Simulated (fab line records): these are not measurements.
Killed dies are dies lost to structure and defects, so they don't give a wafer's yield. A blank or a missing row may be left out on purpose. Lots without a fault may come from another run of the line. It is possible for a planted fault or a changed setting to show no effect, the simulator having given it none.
Comparing a struck lot with a sound one :: flow gf180mcu :: 44 steps out of a route of 602
Sound: these wafers, L108.1, L108.2, L108.6. The struck wafers were L114.2, L114.3, L114.4. The cause is named last.
At each step with rows: each side's tool, then ch and its chambers, then its first start. Under that, the readings that differ: sound wafers :: struck wafers :: difference of the means :: sigmas: that difference in standard deviations of wafers without a fault.
alike: readings whose means differ by less than 2 such deviations, and words and numbers that are the same on both sides. not compared: withheld readings, readings that some wafer has no value for, bounds like >300 that may hide the same value, and numbers for which the record gives no deviation and whose values overlap.
Wherever a step has rows on one side only, a row that says differs or no value, or a row with sigmas, the two part there. Numbers that don't overlap but have no deviation are shown without sigmas and don't part them. Lack of a reading on every wafer of one side parts them only where that side has two or more wafers.

first, 1 step without rows for these wafers: GF_MVSD_IMPLANT_09.
GF_MVSD_STRIP_10: strips in O2/N2.
  sound on plasma asher-02 ch 0,1, day 6 07:48; struck on plasma asher-01 ch 0,1, day 7 18:32
  alike: drypump motor current A, heater power w, oes product au, strip time to endpoint s
  not compared: rf hours counter h
GF_MVSD_TW_MEAS_11:
  sound: film metro-01 at day 6 07:54; struck: film metro-02 at day 7 18:38
  alike: MVSD_TW
then, 7 steps without rows for these wafers: GF_MVPSD_DEHYDRATE_00 (time 60 s); GF_MVPSD_HMDS_01 (prime time 60 s); GF_MVPSD_COAT_02 (resist thk 3000 nm); GF_MVPSD_SOFTBAKE_03; GF_MVPSD_EXPOSE_04 (exposes mask MVPSD, target cd 1000 nm); GF_MVPSD_PEB_05; GF_MVPSD_DEVELOP_06 (develop time 60 s).
GF_MVPSD_OVL_MEAS_07:
  sound: overlay-02 at day 6 22:16; struck: overlay-02 at day 8 11:19
  alike: MVPSD_OVL
next, for these wafers, 1 step has no rows: GF_MVPSD_IMPLANT_08.
GF_MVPSD_IMPLANT_09:
  sound on implanter-02 ch 0, day 6 22:27; struck on implanter-03 ch 0, day 8 11:32
reading: dose ions cm2
sound: 5.007e+12 5.007e+12 4.999e+12
struck: 4.9154e+13 4.9155e+13 4.9147e+13
difference: +4.4148e+13
sigmas: +99 or more

reading: faraday current uA
sound: 27.7 27.2 27.5
struck: 271.5 280.5 284.9
difference: +251.5
sigmas: +99 or more
  alike: tilt deg
GF_MVPSD_STRIP_10: strips in O2/N2.
  sound on plasma asher-01 ch 0,1, day 6 22:36; struck on plasma asher-04 ch 0,1, day 8 11:39
  alike: drypump motor current A, heater power w, oes product au, strip time to endpoint s
  not compared: rf hours counter h
GF_MVPSD_TW_MEAS_11:
  sound: film metro-02 at day 6 22:42; struck: film metro-02 at day 8 11:46
reading: MVPSD_TW
sound: 553 554 556
struck: 738 733 741
difference: +183
sigmas: +57
then, 7 steps without rows for these wafers: GF_VT_IMPLANT_DEHYDRATE_00 (time 60 s); GF_VT_IMPLANT_HMDS_01 (prime time 60 s); GF_VT_IMPLANT_COAT_02 (resist thk 1000 nm); GF_VT_IMPLANT_SOFTBAKE_03 (time 60 s); GF_VT_IMPLANT_EXPOSE_04 (exposes mask LVPWELL LV AREA, target cd 600 nm); GF_VT_IMPLANT_PEB_05; GF_VT_IMPLANT_DEVELOP_06 (develop time 60 s).
GF_VT_IMPLANT_OVL_MEAS_07:
  sound: overlay-01 at day 7 13:48; struck: overlay-02 at day 9 04:00
  alike: VT_IMPLANT_OVL
next, for these wafers, 1 step has no rows: GF_VT_IMPLANT_IMPLANT_08.
GF_VT_IMPLANT_STRIP_09: strips in O2/N2.
  sound on plasma asher-01 ch 0,1, day 7 13:59; struck on plasma asher-01 ch 0,1, day 9 04:11
  alike: drypump motor current A, heater power w, oes product au, strip time to endpoint s
  not compared: rf hours counter h
GF_VT_IMPLANT_TW_MEAS_10:
  sound: film metro-04 at day 7 14:05; struck: film metro-03 at day 9 04:17
  alike: VT_IMPLANT_TW
then, 7 steps without rows for these wafers: GF_VT_IMPLANT_DEHYDRATE_11 (time 60 s); GF_VT_IMPLANT_HMDS_12 (prime time 60 s); GF_VT_IMPLANT_COAT_13 (resist thk 1000 nm); GF_VT_IMPLANT_SOFTBAKE_14 (time 60 s); GF_VT_IMPLANT_EXPOSE_15 (exposes mask Nwell LV AREA, target cd 860 nm); GF_VT_IMPLANT_PEB_16; GF_VT_IMPLANT_DEVELOP_17 (develop time 60 s).
GF_VT_IMPLANT_OVL_MEAS_18:
  sound: overlay-01 at day 8 06:02; struck: overlay-02 at day 9 21:33
  alike: VT_IMPLANT_01_OVL
next, for these wafers, 1 step has no rows: GF_VT_IMPLANT_IMPLANT_19.
GF_VT_IMPLANT_STRIP_20: strips in O2/N2.
  sound on plasma asher-01 ch 0,1, day 8 06:14; struck on plasma asher-01 ch 0,1, day 9 21:44
  alike: drypump motor current A, heater power w, oes product au, strip time to endpoint s
  not compared: rf hours counter h
GF_VT_IMPLANT_TW_MEAS_21:
  sound: film metro-03 at day 8 06:20; struck: film metro-04 at day 9 21:50
  alike: VT_IMPLANT_2_TW
then, 5 steps without rows for these wafers: GF_VT_IMPLANT_DEHYDRATE_22 (time 60 s); GF_VT_IMPLANT_HMDS_23 (prime time 60 s); GF_VT_IMPLANT_COAT_24 (resist thk 1000 nm); GF_VT_IMPLANT_SOFTBAKE_25 (time 60 s); GF_VT_IMPLANT_EXPOSE_26 (exposes mask LVPWELL HV AREA, target cd 860 nm).
GF_VT_IMPLANT_RS_MEAS_49: measures by four-point-probe.
  sound: film metro-01 at day 9 16:31; struck: film metro-02 at day 11 10:29
reading: MVPSD_RS (ohm/sq)
sound: 1169.3 1171.9 1170.4
struck: 614.4 614.0 611.8
difference: -557.1
sigmas: -99 or more
GF_PASSIVATION_PROBE_99:
  the record has rows for the sound wafers here (prober-02, day 31 08:32) and none for the struck ones

WHERE THEY PART
Earliest at GF_MVPSD_IMPLANT_09; latest, in this record, at GF_PASSIVATION_PROBE_99.

WHY: whatever the simulator had introduced
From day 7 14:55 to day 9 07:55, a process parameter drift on implanter-03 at GF_MVPSD_IMPLANT_09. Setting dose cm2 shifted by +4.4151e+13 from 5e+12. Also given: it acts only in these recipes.
